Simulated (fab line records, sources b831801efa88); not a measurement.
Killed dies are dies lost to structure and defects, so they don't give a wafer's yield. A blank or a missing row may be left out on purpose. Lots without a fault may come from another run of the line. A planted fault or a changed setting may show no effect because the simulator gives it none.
Which tool did it? | flow sky130 | 14 lots, 42 wafers sampled, at 6 steps of a route of 708

WHAT THE GAUGES READ, wafer by wafer
SKY_NWELL_OVL_MEAS_10.
lot  | measured     | on         | NWELL_00_OVL (nm)
L591 | day 4 15:46  | overlay-01 | -0.1 -0.8 1.7
L593 | day 5 02:09  | overlay-02 | -0.8 0.2 1.6
L597 | day 6 00:27  | overlay-01 | 1.1 0.1 0.5
L598 | day 6 05:53  | overlay-01 | 2.3 3.4 3.0
L599 | day 6 12:15  | overlay-01 | 1.9 1.2 1.3
L600 | day 6 18:45  | overlay-02 | -1.0 -1.6 -2.7
L601 | day 6 22:47  | overlay-02 | 1.2 0.4 1.1
L604 | day 7 15:28  | overlay-02 | 0.3 0.0 0.9
L605 | day 7 22:22  | overlay-01 | 0.4 0.1 1.3
L607 | day 8 10:53  | overlay-01 | 2.0 2.3 2.0
L610 | day 9 04:45  | overlay-01 | 1.8 0.2 0.9
L611 | day 9 14:50  | overlay-01 | 1.5 0.3 0.1
L613 | day 10 04:16 | overlay-01 | 1.4 -2.0 0.6
L614 | day 10 04:47 | overlay-02 | 1.4 1.2 1.5

SKY_NWELL_TW_MEAS_15.
lot  | measured     | on            | NWELL_TW
L591 | day 4 16:21  | film_metro-02 | 1808 1806 1811
L593 | day 5 02:44  | film_metro-02 | 1825 1810 1816
L597 | day 6 01:02  | film_metro-03 | 1786 1780 1789
L598 | day 6 06:28  | film_metro-03 | 1785 1783 1774
L599 | day 6 12:50  | film_metro-04 | 1843 1841 1840
L600 | day 6 19:20  | film_metro-02 | 1819 1828 1818
L601 | day 6 23:23  | film_metro-03 | 1778 1796 1783
L604 | day 7 16:03  | film_metro-02 | 1812 1826 1822
L605 | day 7 22:57  | film_metro-02 | 1819 1826 1820
L607 | day 8 11:29  | film_metro-04 | 1823 1830 1843
L610 | day 9 05:20  | film_metro-02 | 1825 1831 1821
L611 | day 9 15:25  | film_metro-02 | 1836 1827 1827
L613 | day 10 04:52 | film_metro-03 | 1804 1814 1807
L614 | day 10 05:23 | film_metro-04 | 1817 1818 1825

SKY_NWELL_OVL_MEAS_23.
lot  | measured     | on         | NWELL_01_OVL (nm)
L591 | day 5 09:34  | overlay-02 | -2.2 -0.7 1.7
L593 | day 5 19:21  | overlay-01 | 2.2 -1.1 1.7
L597 | day 6 20:02  | overlay-01 | -0.2 0.5 -0.1
L598 | day 7 02:08  | overlay-01 | -0.4 -1.0 0.4
L599 | day 7 07:47  | overlay-01 | 1.0 1.4 2.2
L600 | day 7 15:00  | overlay-01 | - - -
L601 | day 7 18:24  | overlay-01 | - - -
L604 | day 8 12:04  | overlay-02 | -0.4 -0.4 -0.2
L605 | day 8 19:34  | overlay-01 | 1.4 1.1 1.5
L607 | day 9 09:04  | overlay-01 | -0.9 0.3 1.0
L610 | day 10 02:47 | overlay-01 | 3.1 3.4 1.9
L611 | day 10 13:25 | overlay-01 | -0.3 -0.6 -0.1
L613 | day 11 04:04 | overlay-02 | -1.3 -1.1 -0.7
L614 | day 11 04:19 | overlay-02 | 2.5 0.8 0.5

SKY_NWELL_TW_MEAS_26.
lot  | measured     | on            | NWELL_2_TW
L591 | day 5 09:52  | film_metro-04 | 498 498 499
L593 | day 5 19:38  | film_metro-02 | 490 494 490
L597 | day 6 20:20  | film_metro-03 | 486 489 486
L598 | day 7 02:25  | film_metro-02 | 496 496 495
L599 | day 7 08:04  | film_metro-04 | 504 503 503
L600 | day 7 15:17  | film_metro-02 | 30 30 30 30 30 30
L601 | day 7 18:41  | film_metro-04 | 31 30 30 31 30 30
L604 | day 8 12:21  | film_metro-03 | 494 490 493
L605 | day 8 19:51  | film_metro-04 | 499 497 499
L607 | day 9 09:21  | film_metro-02 | 495 500 498
L610 | day 10 03:04 | film_metro-04 | 497 497 498
L611 | day 10 13:42 | film_metro-03 | 493 493 492
L613 | day 11 04:21 | film_metro-03 | 488 490 489
L614 | day 11 04:36 | film_metro-02 | 500 499 500

SKY_VT_ADJUST_LVTN_OVL_MEAS_07.
lot  | measured     | on         | VT_ADJUST_LVTN_OVL (nm)
L591 | day 6 23:47  | overlay-02 | 1.1 0.5 -0.1
L593 | day 7 09:45  | overlay-01 | 2.2 1.3 2.7
L597 | day 8 10:29  | overlay-02 | 1.3 -1.2 -0.4
L598 | day 8 19:50  | overlay-01 | 1.1 2.7 2.5
L599 | day 9 00:51  | overlay-01 | 2.0 2.4 -0.5
L604 | day 10 08:33 | overlay-01 | -2.5 -1.0 -0.1
L605 | day 10 17:56 | overlay-02 | 0.7 1.6 0.8
L607 | day 11 06:38 | overlay-01 | 2.1 1.6 0.7
L610 | day 12 02:20 | overlay-02 | 0.4 0.2 0.5
L611 | day 12 13:43 | overlay-01 | 0.6 0.4 2.0
L613 | day 13 06:07 | overlay-01 | -1.3 1.9 1.4
L614 | day 13 08:20 | overlay-01 | 4.6 4.3 3.2

WHICH TOOL RAN EACH LOT (tool, then ch and the chambers of the sampled wafers, then the start)
lot  | SKY_NWELL_DEVELOP_22
L591 | litho_track-01 ch 0, day 5 09:00
L593 | litho_track-04 ch 0, day 5 19:00
L597 | litho_track-02 ch 0, day 6 19:00
L598 | litho_track-02 ch 0, day 7 01:00
L599 | litho_track-02 ch 0, day 7 07:00
L600 | litho_track-04 ch 0, day 7 14:00
L601 | litho_track-04 ch 0, day 7 18:00
L604 | litho_track-01 ch 0, day 8 11:00
L605 | litho_track-01 ch 0, day 8 19:00
L607 | litho_track-01 ch 0, day 9 08:00
L610 | litho_track-02 ch 0, day 10 02:00
L611 | litho_track-04 ch 0, day 10 13:00
L613 | litho_track-04 ch 0, day 11 03:00
L614 | litho_track-01 ch 0, day 11 04:00
- SKY_NWELL_DEVELOP_22: develop time 60 s.

WHAT THE TOOLS THEMSELVES READ (means of the sampled wafers that have a number; where no wafer has one, the mark that the record gives instead)
The record holds no such reading with a usual standard deviation.

THE ANSWER, worked out from the rows above alone
Rule: what is usual is taken from the lots themselves. Put in order of their means at a reading, lots are off if they are a third of the lots or fewer, leave a main group of 4 or more, and stand apart from it by a gap of 3 or more times the standard deviation of the main group's means; of several such gaps the widest counts. A main group whose means are all the same, to the digits that the tables above print for the reading, isn't used. A lot without any number at a reading at which 4 lots or more have one is off too. The other lots that the step has rows for count as sound. The gauges are gone through in route order, then the tools' own readings, and for those a lot's mean is taken as printed above. The first step at which some lot is off is used, and at that step the reading that is off furthest; a lot without a number counts as furthest.
Off: L600, L601, at SKY_NWELL_OVL_MEAS_23 (NWELL_01_OVL). Without a number there: L600, L601. The main group: mean 0.5 nm, standard deviation 1.1.
A tool fits if, at a process step before that reading, it ran every lot that is off, and no sound lot after the first of them. The gauges at SKY_NWELL_OVL_MEAS_23 aren't tried: what is off there is off at SKY_NWELL_TW_MEAS_26 too, on other tools, and a gauge's error can't cause that. None of those tried fits.

WHAT THE SIMULATOR HAD PUT IN
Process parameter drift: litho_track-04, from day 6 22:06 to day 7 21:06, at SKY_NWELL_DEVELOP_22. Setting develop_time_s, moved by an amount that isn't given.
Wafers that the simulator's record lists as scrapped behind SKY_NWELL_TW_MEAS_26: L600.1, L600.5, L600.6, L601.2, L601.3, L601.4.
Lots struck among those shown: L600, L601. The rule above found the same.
